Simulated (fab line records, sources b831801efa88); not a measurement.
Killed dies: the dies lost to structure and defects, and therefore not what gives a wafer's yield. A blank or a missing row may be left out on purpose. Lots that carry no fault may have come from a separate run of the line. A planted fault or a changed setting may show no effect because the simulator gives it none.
Matching of chambers / flow gf180mcu / GF_V4_CMP_26 on cmp-01: 4 sister chambers
The step polishes, stops on SiO2, t overpolish 15 s, target thk 0 nm. 8 wafers are shown with their chamber, then 9 later ones without.

WAFERS, EACH WITH ITS CHAMBER
wafer=L354.3; chamber=0; motorCurrentA (A)=13.4; overpolishRunS (s)=14.995
wafer=L354.4; chamber=1; motorCurrentA (A)=11.2; overpolishRunS (s)=15.005
wafer=L355.1; chamber=0; motorCurrentA (A)=12.5; overpolishRunS (s)=14.979
wafer=L355.4; chamber=3; motorCurrentA (A)=10.9; overpolishRunS (s)=15.004
wafer=L355.5; chamber=1; motorCurrentA (A)=11.3; overpolishRunS (s)=14.997
wafer=L356.2; chamber=3; motorCurrentA (A)=10.9; overpolishRunS (s)=15.012
wafer=L356.4; chamber=2; motorCurrentA (A)=10.5; overpolishRunS (s)=15.015
wafer=L356.6; chamber=2; motorCurrentA (A)=9.8; overpolishRunS (s)=14.996

WAFERS WITHOUT THEIR CHAMBER
wafer=L361.2; motorCurrentA (A)=10.0; overpolishRunS (s)=14.998
wafer=L361.3; motorCurrentA (A)=10.4; overpolishRunS (s)=15.011
wafer=L361.4; motorCurrentA (A)=10.7; overpolishRunS (s)=15.008
wafer=L360.1; motorCurrentA (A)=12.6; overpolishRunS (s)=14.981
wafer=L360.3; motorCurrentA (A)=10.7; overpolishRunS (s)=14.999
wafer=L360.6; motorCurrentA (A)=12.6; overpolishRunS (s)=14.986
wafer=L362.2; motorCurrentA (A)=11.1; overpolishRunS (s)=15.008
wafer=L362.4; motorCurrentA (A)=10.8; overpolishRunS (s)=15.003
wafer=L362.5; motorCurrentA (A)=11.0; overpolishRunS (s)=15.003

WHICH CHAMBER EACH ONE RAN IN
wafer=L361.2; from the rows above=can't be placed: 2 or 3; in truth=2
wafer=L361.3; from the rows above=can't be placed: 2 or 3 or 1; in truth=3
wafer=L361.4; from the rows above=can't be placed: 3 or 2 or 1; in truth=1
wafer=L360.1; from the rows above=0; in truth=0
wafer=L360.3; from the rows above=can't be placed: 3 or 1 or 2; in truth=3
wafer=L360.6; from the rows above=0; in truth=0
wafer=L362.2; from the rows above=can't be placed: 3 or 1 or 2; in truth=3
wafer=L362.4; from the rows above=can't be placed: 3 or 1 or 2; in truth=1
wafer=L362.5; from the rows above=can't be placed: 3 or 1 or 2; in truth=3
Placed correctly: 2 of 9. Can't be placed from these rows: 7 (the true chamber is among the candidates in 7). Wrongly placed: 0.
How it was worked out, from the rows above alone: a wafer's distance from a chamber is the root of the sum, over the readings, of the square of ((its reading less the chamber's mean) divided by the reading's scatter). The wafer belongs to the nearest chamber; if the next one is less than 2 further off, it can't be placed. A chamber's mean is the mean of its shown wafers. The scatter is the square root of a quotient: the sum, over the shown wafers, of each reading's squared deviation from its chamber's mean, divided by wafers minus chambers.
